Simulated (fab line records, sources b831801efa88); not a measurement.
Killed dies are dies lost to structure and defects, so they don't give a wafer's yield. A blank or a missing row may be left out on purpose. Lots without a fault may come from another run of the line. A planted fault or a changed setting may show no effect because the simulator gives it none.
fab line records | flow sky130
record lots=5 wafers=13 last_day=50
route steps=708 shown VIA1@474 METAL2@483 PAD_OPEN@708
lots that met no fault: from a run of the same line without faults
start_h: hours from the record's first day to the start of the lot's first wafer shown | wait_h: hours since the lot's step before | " the same as in the row above | L1.1+2: a row that stands for several wafers | - no value, or no start given | * or withheld: withheld | < > ~ a bound
route shown NAME@n: a module of which the file shows steps, and the number in the route of the first | usual: mean/standard deviation of fault-free wafers | same: alike in all rows | chamber/n: place in a boat | sites: the reading at each site | _std_site: their standard deviation | _edge_site: outer sites' mean less inner sites' | radius_mm: how far each site lies from the wafer's centre | mask NAME#n: copy n | behind: the tool/chamber that last shaped the wafer | hold: why the lot was held/for how many hours/how that ended | device: the transistor (n, p or np) that didn't switch | end of line: the same wafers' tests at the end of the route | a step without rows: its recipe alone | killed: dies lost to structure and defects at the first sort, not the wafer's yield | map: a wafer's dies, x killed, . not, _ none there
set.NAME: the setting as run; set.NAME@STEP: as run at that earlier step | model.NAME: the simulator's own value behind a step, which no gauge read
lots at some steps of the route; a table a step, a row a wafer
services: from which hour (start_h, from the record's first day; less than 0 if before it) a tool's chamber was out of use, for how many hours, and why
## steps
# step SKY_VIA1_STRIP_16
# recipe chemistry=O2/N2 power_w=1400 pressure_mtorr=1500 platen_temp_c=withheld o2_flow_sccm=3000 n2_flow_sccm=300 overash_fraction=0.5
# usual drypump_motor_current_A=5.67/0.3 oes_product_au=0.415/0.0046 strip_time_to_endpoint_s=4.452/0.022
# columns lot.wafer tool chamber start_h wait_h drypump_motor_current_A oes_product_au rf_hours_counter_h strip_time_to_endpoint_s
L746.2 plasma_asher-04 0 832.48 0.0 5.70 0.421 71 4.466
L746.3 " 0 " " 5.68 0.411 - 4.440
L746.5 " 0 " " 5.69 0.416 - 4.472
L747.1 plasma_asher-04 0 856.93 0.0 5.70 0.415 75 4.492
L747.3 " 1 " " 5.33 0.419 - 4.452
L747.5 " 0 " " 5.70 0.415 - 4.472
L752.1 plasma_asher-01 1 882.68 0.0 5.79 0.416 106 4.451
L761.1 plasma_asher-03 1 936.28 0.0 5.84 0.413 48 4.417
L761.3 " 1 " " 5.85 0.419 - 4.479
L761.6 " 0 " " 5.40 0.416 - 4.446
L766.1 plasma_asher-03 0 964.58 0.0 5.41 0.418 51 4.475
L766.2 " 1 " " 5.82 0.425 51 4.516
L766.3 " 1 " " 5.84 0.408 - 4.480
# step SKY_VIA1_STRIP_17
# recipe chemistry=post_etch_residue_remover time_s=1200 temp_c=72.5
# step SKY_VIA1_CLEAN_18
# recipe chemistry=IPA time_s=180 temp_c=25
# step SKY_VIA1_CLEAN_19
# recipe chemistry=O3/DIW dry=n2_spin
# step SKY_VIA1_SPUTTER_20
# recipe material=TiN target_thk_nm=20 chamber_pressure_pa=5 power_w=4000 time_s=80
# step SKY_VIA1_CVD_21
# recipe material=W target_thk_nm=270 time_s=80.902 temp_c=400 pressure_torr=40
# usual heater_power_w=811/41
# columns lot.wafer tool chamber start_h wait_h heater_power_w
L746.2 cvd_w-02 1 833.18 0.0 782
L746.3 " 1 " " 789
L746.5 " 0 " " 839
L747.1 cvd_w-01 1 857.63 0.0 854
L747.3 " 1 " " 842
L747.5 " 0 " " 784
L752.1 cvd_w-01 1 883.47 0.0 840
L761.1 cvd_w-01 1 936.97 0.0 876
L761.3 " 0 " " 774
L761.6 " 0 " " 759
L766.1 cvd_w-01 0 965.26 0.0 778
L766.2 " 1 " " 853
L766.3 " 1 " " 870
# step SKY_VIA1_RS_MEAS_22
# recipe thk_meas_gauge=four-point-probe reads=W_of_VIA1_CVD_21+TiN_of_VIA1_SPUTTER_20
# usual VIA1_W_RS=0.426/0.0051
# columns lot.wafer tool chamber start_h wait_h VIA1_W_RS[ohm/sq]
L746.2 film_metro-02 - 833.29 0.1 0.428
L746.3 " - " " 0.432
L746.5 " - " " 0.420
L747.1 film_metro-02 - 857.72 0.1 0.418
L747.3 " - " " 0.418
L747.5 " - " " 0.426
L752.1 film_metro-03 - 883.56 0.1 0.425
L761.1 film_metro-04 - 937.06 0.1 0.424
L761.3 " - " " 0.432
L761.6 " - " " 0.432
L766.1 film_metro-03 - 965.36 0.1 0.431
L766.2 " - " " 0.422
L766.3 " - " " 0.424
# step SKY_VIA1_THK_MEAS_23
# recipe thk_meas_gauge=xrf reads=W_of_VIA1_CVD_21
# usual VIA1_W_THK=276/5
# columns lot.wafer tool chamber start_h wait_h VIA1_W_THK[nm]
L746.2 film_metro-02 - 833.40 0.1 271
L746.3 " - " " 270
L746.5 " - " " 275
L747.1 film_metro-02 - 857.84 0.1 275
L747.3 " - " " 276
L747.5 " - " " 270
L752.1 film_metro-03 - 883.68 0.1 281
L761.1 film_metro-04 - 937.18 0.1 280
L761.3 " - " " 276
L761.6 " - " " 274
L766.1 film_metro-03 - 965.48 0.1 280
L766.2 " - " " 288
L766.3 " - " " 286
# step SKY_VIA1_CMP_24
# recipe stop_on=SiO2 t_overpolish_s=15 down_force_psi=3.5 platen_rpm=60 target_thk_nm=0 pad_velocity_m_s=0.94248
# step SKY_METAL2_SPUTTER_00
# recipe material=Ti target_thk_nm=15 power_w=3000 time_s=10 chamber_pressure_pa=0.4
# usual throttle_valve_pct=30.3/1.4
# columns lot.wafer tool chamber start_h wait_h throttle_valve_pct
L746.2 pvd_sputter-04 - 833.75 0.2 33.0
L746.3 " - " " 28.9
L746.5 " - " " 31.5
L747.1 pvd_sputter-02 - 858.20 0.1 30.2
L747.3 " - " " 31.2
L747.5 " - " " 29.0
L752.1 pvd_sputter-02 - 884.04 0.1 30.3
L761.1 pvd_sputter-04 - 937.54 0.1 28.9
L761.3 " - " " 33.0
L761.6 " - " " 29.0
L766.1 pvd_sputter-04 - 965.84 0.1 31.2
L766.2 " - " " 33.0
L766.3 " - " " 29.0
# step SKY_METAL2_SPUTTER_01
# recipe material=TiN target_thk_nm=20 power_w=6500 time_s=16.7 chamber_pressure_pa=0.4
# step SKY_METAL2_SPUTTER_02
# recipe material=AlCu target_thk_nm=250 power_w=10600 time_s=13.3 chamber_pressure_pa=0.4
# usual throttle_valve_pct=30.2/1.4
# columns lot.wafer tool chamber start_h wait_h throttle_valve_pct
L746.2 pvd_sputter-04 - 833.80 0.0 33.3
L746.3 " - " " 28.8
L746.5 " - " " 31.3
L747.1 pvd_sputter-02 - 858.25 0.0 30.3
L747.3 " - " " 30.8
L747.5 " - " " 28.8
L752.1 pvd_sputter-02 - 884.09 0.0 30.4
L761.1 pvd_sputter-04 - 937.59 0.0 29.0
L761.3 " - " " 33.1
L761.6 " - " " 29.0
L766.1 pvd_sputter-04 - 965.89 0.0 31.4
L766.2 " - " " 32.7
L766.3 " - " " 29.0
# step SKY_METAL2_SPUTTER_03
# recipe material=Ti target_thk_nm=5 power_w=3000 time_s=3.3 chamber_pressure_pa=0.4
# usual throttle_valve_pct=30.2/1.4
# columns lot.wafer tool chamber start_h wait_h throttle_valve_pct model.Ti_of_METAL2_SPUTTER_03.thk_nm
L746.2 pvd_sputter-04 - 833.82 0.0 33.0 5.137
L746.3 " - " " 28.9 4.928
L746.5 " - " " 31.3 5.011
L747.1 pvd_sputter-02 - 858.28 0.0 30.1 5.052
L747.3 " - " " 30.9 5.059
L747.5 " - " " 28.7 5.026
L752.1 pvd_sputter-02 - 884.12 0.0 30.4 2.256
L761.1 pvd_sputter-04 - 937.61 0.0 28.9 4.94
L761.3 " - " " 32.9 5.047
L761.6 " - " " 28.9 4.93
L766.1 pvd_sputter-04 - 965.91 0.0 31.3 4.944
L766.2 " - " " 33.1 5.119
L766.3 " - " " 29.0 5.066
# step SKY_METAL2_SPUTTER_04
# recipe material=TiN target_thk_nm=70 power_w=6500 time_s=58.3 chamber_pressure_pa=0.4
# usual throttle_valve_pct=30.2/1.4
# columns lot.wafer tool chamber start_h wait_h throttle_valve_pct
L746.2 pvd_sputter-04 - 833.84 0.0 32.9
L746.3 " - " " 28.9
L746.5 " - " " 31.4
L747.1 pvd_sputter-02 - 858.29 0.0 30.3
L747.3 " - " " 31.0
L747.5 " - " " 28.8
L752.1 pvd_sputter-02 - 884.13 0.0 30.3
L761.1 pvd_sputter-04 - 937.63 0.0 29.0
L761.3 " - " " 32.7
L761.6 " - " " 28.8
L766.1 pvd_sputter-04 - 965.93 0.0 31.4
L766.2 " - " " 33.0
L766.3 " - " " 29.0
# step SKY_PAD_OPEN_PROBE_99
# usual killed_at_M0_to_M3=42/6.2 killed_at_M4_up=3.0/1.8 killed_at_contacts=25/5.9 killed_at_front_end=15/4.5 killed_at_other=0.2/0.45 killed_dies=85/9.9 killed_open=47/6.7 killed_short=39/6.4
# same gross_dies=492 killed_at_back_side=0
# columns lot.wafer tool chamber start_h wait_h killed_at_M0_to_M3 killed_at_M4_up killed_at_contacts killed_at_front_end killed_at_other killed_dies killed_open killed_short
L746.2 prober-02 - 1108.39 0.1 31 0 34 13 0 78 46 32
L746.3 prober-02 - 1108.44 0.2 32 3 33 14 0 82 48 34
L746.5 prober-02 - 1108.54 0.2 44 3 24 20 0 91 51 40
L752.1 prober-02 - 1150.34 0.1 56 2 24 11 0 93 46 47
# killed by level:class
L746.2 LI_CONTACT:geometric_particle:open=14 CONTACT:geometric_particle:open=10 VIA1:geometric_particle:open=6 VIA1:geometric_particle:short=5 VIA2:geometric_particle:open=5 FIELD_ISO:geometric_particle:open=4 METAL1:geometric_particle:short=4 LOCAL_INTERCONNECT:geometric_particle:short=4
L746.3 LI_CONTACT:geometric_particle:open=12 VIA1:geometric_particle:open=10 LI_CONTACT:geometric_particle:short=7 CONTACT:geometric_particle:short=6 VIA3:geometric_particle:open=6 VIA2:geometric_particle:open=6 POLY_GATE:geometric_particle:short=5 POLY_GATE:geometric_particle:open=5
L746.5 VIA3:geometric_particle:open=10 CONTACT:geometric_particle:open=9 VIA1:geometric_particle:open=8 VIA2:geometric_particle:open=7 LI_CONTACT:geometric_particle:open=6 VIA1:geometric_particle:short=6 FIELD_ISO:geometric_particle:short=5 POLY_GATE:geometric_particle:short=5
L752.1 VIA1:geometric_particle:open=10 METAL2:geometric_particle:short=9 METAL1:geometric_particle:short=7 CONTACT:geometric_particle:open=7 CONTACT:geometric_particle:short=6 VIA1:geometric_particle:short=6 VIA3:geometric_particle:open=6 VIA2:geometric_particle:open=4
## services
# columns tool chamber start_h hours kind
pvd_sputter-02 - 817.51 1.0 repair
pvd_sputter-02 3 832.61 - consumable_replace:kit
pvd_sputter-02 3 832.61 18.0 scheduled_down
pvd_sputter-02 3 832.61 18.0 vent_cycle
plasma_asher-03 - 844.57 17.3 repair
cvd_w-01 0 851.44 5.0 repair
plasma_asher-03 - 853.13 0.9 repair
cvd_w-02 - 904.00 14.0 pm
cvd_w-02 0 904.00 14.0 vent_cycle
cvd_w-02 1 904.00 14.0 vent_cycle
plasma_asher-01 - 905.11 3.0 repair
cvd_w-02 0 918.00 - clean
cvd_w-02 1 918.00 - clean
cvd_w-02 1 938.39 9.0 repair
plasma_asher-04 - 955.20 2.1 repair
pvd_sputter-04 - 956.39 2.9 repair
## key
first_sign none at tools or gauges
model_effect step=SKY_METAL2_SPUTTER_03 value=Ti_of_METAL2_SPUTTER_03.thk_nm without=5.023 struck=2.256
met_at SKY_METAL2_SPUTTER_03
struck_wafers L752.1
tester_left_out L752
onset_between 858.28 884.12
also_fits SKY_VIA1_STRIP_16:plasma_asher-01,SKY_METAL2_SPUTTER_00:pvd_sputter-02,SKY_METAL2_SPUTTER_02:pvd_sputter-02
earlier_fault kind=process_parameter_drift tool=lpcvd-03 chamber=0 onset_h=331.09 steps=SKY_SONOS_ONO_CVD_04 channel=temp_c offset=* shape=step end_h=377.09 stated=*
fault kind=process_parameter_drift tool=pvd_sputter-02 chamber=- onset_h=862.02 steps=SKY_METAL2_SPUTTER_03 channel=target_thk_nm offset=-2.7677 shape=step acts_in=these_recipes_only stated=5 scope=struck_wafers_only
# tester_left_out: of these lots the tester's yield and bins aren't shown, on N5 and GAA mostly nor the transistor test; their killed dies are dies lost to structure and defects alone, not to doping, threshold or leakage, so they don't give the yield
